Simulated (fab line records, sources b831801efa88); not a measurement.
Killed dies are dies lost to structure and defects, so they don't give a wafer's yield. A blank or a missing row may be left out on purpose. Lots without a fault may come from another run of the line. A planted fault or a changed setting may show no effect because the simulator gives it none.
One fault seen from 2 desks | flow gf180mcu | each desk has only its own numbers; what lay behind them comes last

THE TOOL OWNER'S DESK: implanter-01
The tool's own readings at GF_NSD_IMPLANT_10: means of the sampled wafers that have a number, for each lot that ran on this tool. A lot is out of limits, marked OUT, if its mean lies more than 4 standard deviations from the usual mean; the brackets give that distance.
Columns: A = dose_ions_cm2 at GF_NSD_IMPLANT_10, usual 5e+14; B = end_station_pressure_torr at GF_NSD_IMPLANT_10, usual 7.2e-06 Torr; C = faraday_current_uA at GF_NSD_IMPLANT_10, usual 2795
lot  | first seen here | A                       | B       | C
L351 | day 14 02:40    | 5e+14                   | 7.4e-06 | 2807
L354 | day 14 18:43    | 5e+14                   | 7.3e-06 | 2716
L356 | day 15 16:00    | 5e+14                   | 7.0e-06 | 2854
L363 | day 17 20:34    | 8e+14 (+99 or more) OUT | 8.3e-06 | 4213 (+26) OUT
L365 | day 18 08:34    | 8e+14 (+99 or more) OUT | 8.4e-06 | 4307 (+27) OUT
This desk's finding: out of limits on L363, L365; first on L363, day 17 20:34 (dose_ions_cm2 at GF_NSD_IMPLANT_10). In limits: L351, L354, L356.

THE METROLOGY DESK
What the gauges read, lot by lot, whatever tool the lot ran on: means of the sampled wafers that have a number. A lot is out of limits, marked OUT, if its mean lies more than 4 standard deviations from the usual mean; the brackets give that distance.
Columns: A = VT_IMPLANT_02_OVL at GF_VT_IMPLANT_OVL_MEAS_29, usual 0.7 nm; B = NSD_RS at GF_PSD_RS_MEAS_14, usual 46.13 ohm/sq; C = SAB_CVD_00_THK at GF_SAB_THK_MEAS_01, usual 50.0 nm
lot  | first seen here | A    | B               | C
L350 | day 6 23:17     | 0.9  | 46.19           | 50.6
L351 | day 7 05:35     | 0.3  | 46.15           | 49.6
L352 | day 7 09:14     | 0.5  | 46.19           | 50.4
L354 | day 7 21:49     | 1.1  | 46.15           | 49.6
L356 | day 8 11:55     | 1.6  | 46.12           | 50.7
L363 | day 10 08:31    | 1.6  | 43.06 (-36) OUT | 49.8
L365 | day 10 20:43    | -0.5 | 43.17 (-34) OUT | 50.3
L368 | day 11 17:47    | 0.3  | 46.23           | 49.8
L371 | day 12 10:26    | -0.5 | 46.09           | 50.8
L372 | day 12 16:22    | 1.3  | 46.06           | 49.7
L373 | day 13 02:16    | 1.7  | 46.10           | 49.6
This desk's finding: out of limits on L363, L365; first on L363, day 18 20:40 (NSD_RS at GF_PSD_RS_MEAS_14). In limits: L350, L351, L352, L354, L356, L368, L371, L372, L373.

PUT TOGETHER
The tool owner's desk could have raised an alarm at day 17 20:34, on L363, L365.
The metrology desk could have raised an alarm at day 18 20:40, on L363, L365.
Of the lots named, all ran GF_NSD_IMPLANT_10 on implanter-01.

WHAT THE SIMULATOR HAD PUT IN
Process parameter drift: implanter-01, from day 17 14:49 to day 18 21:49, at GF_NSD_IMPLANT_10. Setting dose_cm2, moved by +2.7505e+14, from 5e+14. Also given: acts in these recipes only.
Lots struck among those shown: L363, L365.
Hours from the fault's start to each desk's first reading out of limits: the tool owner's desk, 6; the metrology desk, 30.
